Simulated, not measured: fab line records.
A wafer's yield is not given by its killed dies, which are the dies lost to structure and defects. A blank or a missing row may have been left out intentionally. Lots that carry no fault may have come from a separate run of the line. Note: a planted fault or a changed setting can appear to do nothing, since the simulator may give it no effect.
Which tool was responsible? / flow gf180mcu / 18 wafers from 6 lots sampled at 2 of the route's 602 steps

WHAT THE GAUGES SHOWED, per wafer
GF_POLY_GATE_THK_MEAS_17.
lot=L860; measured=day 9 12:13; on=filmMetro-01; POLY_GATE_OXIDATION_THK (nm)=4.16 4.09 4.03
lot=L864; measured=day 10 18:29; on=filmMetro-01; POLY_GATE_OXIDATION_THK (nm)=4.11 4.03 3.95
lot=L868; measured=day 12 04:01; on=filmMetro-02; POLY_GATE_OXIDATION_THK (nm)=3.87 3.90 3.85
lot=L875; measured=day 14 06:39; on=filmMetro-03; POLY_GATE_OXIDATION_THK (nm)=4.09 4.05 4.13
lot=L879; measured=day 15 08:35; on=filmMetro-02; POLY_GATE_OXIDATION_THK (nm)=3.97 3.93 4.01
lot=L882; measured=day 16 03:56; on=filmMetro-01; POLY_GATE_OXIDATION_THK (nm)=4.01 3.84 3.97

WHAT TOOL EACH LOT RAN ON (gives the tool, then ch and the chambers of the sampled wafers, and finally the start)
lot=L860; GF_POLY_GATE_STRIP_14=plasmaAsher-03 ch 0,1, day 9 09:50
lot=L864; GF_POLY_GATE_STRIP_14=plasmaAsher-03 ch 0,1, day 10 17:05
lot=L868; GF_POLY_GATE_STRIP_14=plasmaAsher-02 ch 0,1, day 12 00:52
lot=L875; GF_POLY_GATE_STRIP_14=plasmaAsher-04 ch 0,1, day 14 02:58
lot=L879; GF_POLY_GATE_STRIP_14=plasmaAsher-03 ch 0,1, day 15 07:02
lot=L882; GF_POLY_GATE_STRIP_14=plasmaAsher-04 ch 0,1, day 16 02:32
- GF_POLY_GATE_STRIP_14: strips in O2/N2.

THE ANSWER, worked out from the rows above alone
Rule: what is usual is taken from the lots themselves. Put in order of their means at a reading, lots are off if they are a third of the lots or fewer, leave a main group of 4 or more, and stand apart from it by a gap of 3 or more times the standard deviation of the main group's means; of several such gaps the widest counts. A main group is skipped when, at the precision printed for the reading in the tables above, its means are all equal. A lot without any number at a reading at which 4 lots or more have one is off too. All remaining lots with rows at the step are treated as sound.
None of the lots is off at any reading shown; this tells nothing.

WHAT WAS PUT IN BY THE SIMULATOR
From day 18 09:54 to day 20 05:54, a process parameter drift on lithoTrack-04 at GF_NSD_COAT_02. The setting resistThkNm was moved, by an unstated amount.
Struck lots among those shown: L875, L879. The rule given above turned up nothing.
